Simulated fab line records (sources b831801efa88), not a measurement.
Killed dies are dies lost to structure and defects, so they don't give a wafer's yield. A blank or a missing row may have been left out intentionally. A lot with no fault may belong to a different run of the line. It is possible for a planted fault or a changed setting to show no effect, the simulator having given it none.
Which of the tools did it? ; flow sky130 ; Sampling: 10 lots, 29 wafers, 6 of 708 route steps

## WHAT THE GAUGES SHOWED, per wafer
SKY_SD_N_TW_MEAS_12. Usual: SD_N_TW gives 3991 (standard deviation 23).
lot;measured;on;SD_N_TW;flag
L321;day 28 09:16;film-metro-03;3990 3981 4006;
L322;day 28 16:46;film-metro-01;4008 4001 4008;
L325;day 30 00:38;film-metro-01;4002 3984 3980;
L327;day 30 21:28;film-metro-04;3958 3984 3961;
L329;day 31 21:58;film-metro-04;3968 3964 3963;
L332;day 32 07:39;film-metro-03;4006 4016;
L335;day 33 05:01;film-metro-03;4006 3991 3983;
L341;day 34 22:28;film-metro-01;4030 3993 4015;
L342;day 34 23:46;film-metro-03;3907 3921 3910;OFF
L343;day 35 08:32;film-metro-04;3855 3884 3885;OFF

SKY_SD_N_RS_MEAS_16: a four-point-probe measurement. Usual: SD_N_RS gives 68.54 ohm/sq (standard deviation 0.11).
lot;measured;on;SD_N_RS (ohm/sq);flag
L321;day 28 09:33;film-metro-01;68.52 68.66 68.60;
L322;day 28 17:02;film-metro-01;68.46 68.47 68.50;
L325;day 30 00:56;film-metro-03;68.42 68.52 68.34;
L327;day 30 21:45;film-metro-01;68.52 68.63 68.53;
L329;day 31 22:16;film-metro-03;68.45 68.52 68.32;
L332;day 32 08:01;film-metro-04;68.69 68.68;
L335;day 33 05:17;film-metro-04;68.43 68.63 68.55;
L341;day 34 22:45;film-metro-04;68.52 68.67 68.51;
L342;day 35 00:04;film-metro-01;77.07 77.17 77.12;OFF
L343;day 35 08:50;film-metro-01;77.52 77.35 77.47;OFF

## EACH LOT AND THE TOOL THAT RAN IT (in order: tool; ch and the chambers of the sampled wafers; start)
lot;SKY_LDD_LDN_STRIP_12;SKY_RES_XHIGH_STRIP_08;SKY_SD_N_IMPLANT_09;SKY_SD_N_STRIP_11
L321;plasma-asher-01 ch 0,1, day 23 10:21;plasma-asher-01 ch 0,1, day 27 03:46;implanter-01 ch 0, day 28 08:52;plasma-asher-04 ch 0,1, day 28 09:10
L322;plasma-asher-03 ch 0,1, day 23 18:49;plasma-asher-03 ch 0, day 27 12:16;implanter-01 ch 0, day 28 16:22;plasma-asher-01 ch 1, day 28 16:40
L325;plasma-asher-03 ch 0,1, day 25 03:55;plasma-asher-02 ch 0,1, day 28 20:25;implanter-01 ch 0, day 30 00:14;plasma-asher-03 ch 0,1, day 30 00:32
L327;plasma-asher-01 ch 0,1, day 25 22:48;plasma-asher-01 ch 0,1, day 29 17:57;implanter-01 ch 0, day 30 21:04;plasma-asher-01 ch 1, day 30 21:22
L329;plasma-asher-03 ch 0,1, day 27 01:51;plasma-asher-03 ch 0,1, day 30 17:42;implanter-01 ch 0, day 31 21:35;plasma-asher-03 ch 0,1, day 31 21:52
L332;plasma-asher-04 ch 1, day 27 12:37;plasma-asher-01 ch 0,1, day 31 04:35;implanter-02 ch 0, day 32 07:17;plasma-asher-03 ch 0, day 32 07:33
L335;plasma-asher-01 ch 0,1, day 28 12:00;plasma-asher-03 ch 0,1, day 32 02:01;implanter-01 ch 0, day 33 04:37;plasma-asher-01 ch 0,1, day 33 04:55
L341;plasma-asher-01 ch 0,1, day 30 04:36;plasma-asher-03 ch 0,1, day 33 19:13;implanter-02 ch 0, day 34 22:04;plasma-asher-03 ch 1, day 34 22:22
L342;plasma-asher-03 ch 0, day 30 10:18;plasma-asher-03 ch 0,1, day 33 20:34;implanter-01 ch 0, day 34 23:23;plasma-asher-04 ch 0,1, day 34 23:40
L343;plasma-asher-01 ch 1, day 30 17:57;plasma-asher-03 ch 0,1, day 34 05:43;implanter-01 ch 0, day 35 08:08;plasma-asher-03 ch 0,1, day 35 08:26
- SKY_LDD_LDN_STRIP_12: strips in O2/N2.
- SKY_RES_XHIGH_STRIP_08: strips in O2/N2.
- SKY_SD_N_IMPLANT_09
- SKY_SD_N_STRIP_11: strips in O2/N2.

## AS READ BY THE TOOLS THEMSELVES (means over the sampled wafers that have a number; for cases with no such wafer, the mark the record gives instead)
SKY_LDD_LDN_STRIP_12. Usual: drypump-motor-current-A 5.71 A, standard deviation 0.25; n2-flow-sccm 300.0 sccm, standard deviation 1; oes-product-au 0.716 a.u., standard deviation 0.0042; strip-time-to-endpoint-s 14.17 s, standard deviation 0.042.
lot;tool;drypump-motor-current-A (A);n2-flow-sccm (sccm);oes-product-au (a.u.);strip-time-to-endpoint-s (s);flag
L321;plasma-asher-01;5.76;299.7;0.715;14.17;
L322;plasma-asher-03;5.52;300.1;0.720;14.17;
L325;plasma-asher-03;5.52;301.6;0.721;14.18;
L327;plasma-asher-01;5.76;300.3;0.719;14.15;
L329;plasma-asher-03;5.52;299.3;0.718;14.22;
L332;plasma-asher-04;6.46;300.6;0.716;14.13;
L335;plasma-asher-01;5.87;299.7;0.716;14.22;
L341;plasma-asher-01;5.76;300.0;0.715;14.24;
L342;plasma-asher-03;5.50;300.2;0.715;14.18;
L343;plasma-asher-01;5.68;299.0;0.717;14.14;

SKY_RES_XHIGH_STRIP_08. Usual: drypump-motor-current-A 5.71 A, standard deviation 0.24; n2-flow-sccm 300.0 sccm, standard deviation 0.9; oes-product-au 0.712 a.u., standard deviation 0.0048; strip-time-to-endpoint-s 14.26 s, standard deviation 0.037.
lot;tool;drypump-motor-current-A (A);n2-flow-sccm (sccm);oes-product-au (a.u.);strip-time-to-endpoint-s (s);flag
L321;plasma-asher-01;5.85;299.8;0.711;14.28;
L322;plasma-asher-03;5.51;299.4;0.711;14.25;
L325;plasma-asher-02;6.09;300.2;0.711;14.26;
L327;plasma-asher-01;5.85;300.2;0.716;14.25;
L329;plasma-asher-03;5.51;299.8;0.712;14.29;
L332;plasma-asher-01;5.82;301.9;0.714;14.27;
L335;plasma-asher-03;5.51;298.9;0.706;14.31;
L341;plasma-asher-03;5.50;300.4;0.709;14.28;
L342;plasma-asher-03;5.51;300.0;0.715;14.27;
L343;plasma-asher-03;5.50;300.2;0.713;14.25;

SKY_SD_N_IMPLANT_09. Usual: beam-on-s 19.0 s, standard deviation 0.76; dose-ions-cm2 4e+15, standard deviation 4.3e+12; end-station-pressure-torr 1.27e-05 Torr, standard deviation 7.5e-07.
lot;tool;beam-on-s (s);dose-ions-cm2;end-station-pressure-torr (Torr);flag
L321;implanter-01;19.0;4e+15;1.29e-05;
L322;implanter-01;19.4;4e+15;1.22e-05;
L325;implanter-01;18.9;4e+15;1.27e-05;
L327;implanter-01;19.4;4e+15;1.23e-05;
L329;implanter-01;18.8;4e+15;1.25e-05;
L332;implanter-02;18.0;4e+15;1.35e-05;
L335;implanter-01;19.6;4e+15;1.29e-05;
L341;implanter-02;17.7;4e+15;1.35e-05;
L342;implanter-01;10.0;2e+15;1.41e-05;OFF
L343;implanter-01;10.0;2e+15;1.36e-05;OFF

SKY_SD_N_STRIP_11. Usual: drypump-motor-current-A 5.73 A, standard deviation 0.29; n2-flow-sccm 299.9 sccm, standard deviation 0.91; oes-product-au 0.528 a.u., standard deviation 0.0047; strip-time-to-endpoint-s 22.55 s, standard deviation 0.043.
lot;tool;drypump-motor-current-A (A);n2-flow-sccm (sccm);oes-product-au (a.u.);strip-time-to-endpoint-s (s);flag
L321;plasma-asher-04;6.25;300.9;0.526;22.57;
L322;plasma-asher-01;5.67;300.4;0.525;22.58;
L325;plasma-asher-03;5.53;299.1;0.526;22.53;
L327;plasma-asher-01;5.67;300.2;0.524;22.45;
L329;plasma-asher-03;5.52;300.1;0.523;22.51;
L332;plasma-asher-03;5.51;302.1;0.527;22.54;
L335;plasma-asher-01;5.85;300.6;0.527;22.59;
L341;plasma-asher-03;5.55;300.9;0.533;22.53;
L342;plasma-asher-04;6.10;300.0;0.558;20.27;OFF
L343;plasma-asher-03;5.53;300.1;0.564;20.20;OFF

## THE ANSWER, worked out from the rows above alone
Rule: a lot is off if the mean of its wafers that have a number lies more than 3 standard deviations from the usual mean. A lot without any number at a reading at which 4 lots or more have one is off too. Where the step has rows for the other lots, those lots are counted as sound. First the gauges in route order, then the tools' own readings, where a lot's mean is used as printed above. The first step at which some lot is off is used, and at that step the reading that is off furthest; a lot without a number counts as furthest.
Off: L342, L343, seen at SKY_SD_N_TW_MEAS_12 (SD_N_TW).
A tool fits if, at a process step before that reading, it ran every lot that is off, and no sound lot after the first of them. The gauges at SKY_SD_N_TW_MEAS_12 aren't tried: what is off there is off at SKY_SD_N_RS_MEAS_16 too, on other tools, and a gauge's error can't cause that. Undecided on this evidence; 2 tools fit (plasma-asher-03 at SKY_RES_XHIGH_STRIP_08, implanter-01 at SKY_SD_N_IMPLANT_09).

## WHAT THE SIMULATOR HAD PUT IN
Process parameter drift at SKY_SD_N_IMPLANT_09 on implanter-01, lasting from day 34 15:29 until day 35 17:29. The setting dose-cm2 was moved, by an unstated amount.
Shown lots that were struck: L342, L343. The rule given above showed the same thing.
